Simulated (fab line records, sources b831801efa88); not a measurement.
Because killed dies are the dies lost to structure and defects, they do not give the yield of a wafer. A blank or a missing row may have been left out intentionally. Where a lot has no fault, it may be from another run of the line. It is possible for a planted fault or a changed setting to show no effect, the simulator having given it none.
Which tool did it? | flow sky130 | 12 lots, 36 wafers sampled, at 2 steps of a route of 708

== WHAT THE GAUGES READ, wafer by wafer ==
SKY_VIA3_BOW_MEAS_03.
lot  | measured     | on           | VIA3_BOW (um)
L186 | day 38 15:41 | filmMetro-02 | 76 79 70
L188 | day 39 04:52 | filmMetro-02 | 99 83 85
L190 | day 40 04:33 | filmMetro-03 | 78 69 80
L191 | day 40 06:47 | filmMetro-02 | 89 81 85
L193 | day 41 06:23 | filmMetro-02 | 68 79 77
L194 | day 41 16:13 | filmMetro-03 | 77 80 81
L195 | day 41 17:48 | filmMetro-01 | 80 78 86
L197 | day 42 07:40 | filmMetro-02 | 77 68 83
L203 | day 44 04:26 | filmMetro-02 | 73 86 80
L205 | day 44 08:58 | filmMetro-02 | 92 78 92
L207 | day 45 01:53 | filmMetro-02 | 79 75 76
L209 | day 45 08:02 | filmMetro-03 | 81 95 75

== EACH LOT AND THE TOOL THAT RAN IT (in order: tool; ch and the chambers of the sampled wafers; start) ==
lot  | SKY_METAL3_ETCH_17
L186 | rieDiel-03 ch 1,2,3, day 38 14:17
L188 | rieDiel-03 ch 0,1, day 39 03:31
L190 | rieDiel-01 ch 0,1,2, day 40 03:14
L191 | rieDiel-02 ch 0,3, day 40 05:27
L193 | rieDiel-01 ch 1,2,3, day 41 05:04
L194 | rieDiel-01 ch 0,2,3, day 41 14:38
L195 | rieDiel-03 ch 1,2,3, day 41 16:18
L197 | rieDiel-01 ch 0,2, day 42 06:20
L203 | rieDiel-01 ch 0,1,2, day 44 03:01
L205 | rieDiel-02 ch 0,1,3, day 44 07:26
L207 | rieDiel-03 ch 1,3, day 45 00:32
L209 | rieDiel-02 ch 0,2,3, day 45 06:32
- SKY_METAL3_ETCH_17: etches SiO2 in C4F8/O2/Ar, stops on TiN, time 3.9 s, target depth 15 nm.

== AS READ BY THE TOOLS THEMSELVES (means over the sampled wafers that have a number; for cases with no such wafer, the mark the record gives instead) ==
SKY_METAL3_ETCH_17.
lot  | tool       | oesProductAu (a.u.)
L186 | rieDiel-03 | 0.757
L188 | rieDiel-03 | 0.768
L190 | rieDiel-01 | 0.763
L191 | rieDiel-02 | 0.746
L193 | rieDiel-01 | 0.755
L194 | rieDiel-01 | 0.761
L195 | rieDiel-03 | 0.752
L197 | rieDiel-01 | 0.754
L203 | rieDiel-01 | 0.745
L205 | rieDiel-02 | 0.752
L207 | rieDiel-03 | 0.745
L209 | rieDiel-02 | 0.751

== THE ANSWER, worked out from the rows above alone ==
Rule: the lots themselves supply what counts as usual. Put in order of their means at a reading, lots are off if they are a third of the lots or fewer, leave a main group of 4 or more, and stand apart from it by a gap of 3 or more times the standard deviation of the main group's means; of several such gaps the widest counts. If all means in a main group match to the digits the tables above print for the reading, that group is not used. Also off: a lot with no number at a reading for which 4 or more lots have one. All remaining lots with rows at the step are treated as sound. First the gauges in route order, then the tools' own readings, where a lot's mean is used as printed above. The first step at which some lot is off is used, and at that step the reading that is off furthest; a lot without a number counts as furthest.
None of the lots is off at any reading shown; this tells nothing.

== WHAT WAS PUT IN BY THE SIMULATOR ==
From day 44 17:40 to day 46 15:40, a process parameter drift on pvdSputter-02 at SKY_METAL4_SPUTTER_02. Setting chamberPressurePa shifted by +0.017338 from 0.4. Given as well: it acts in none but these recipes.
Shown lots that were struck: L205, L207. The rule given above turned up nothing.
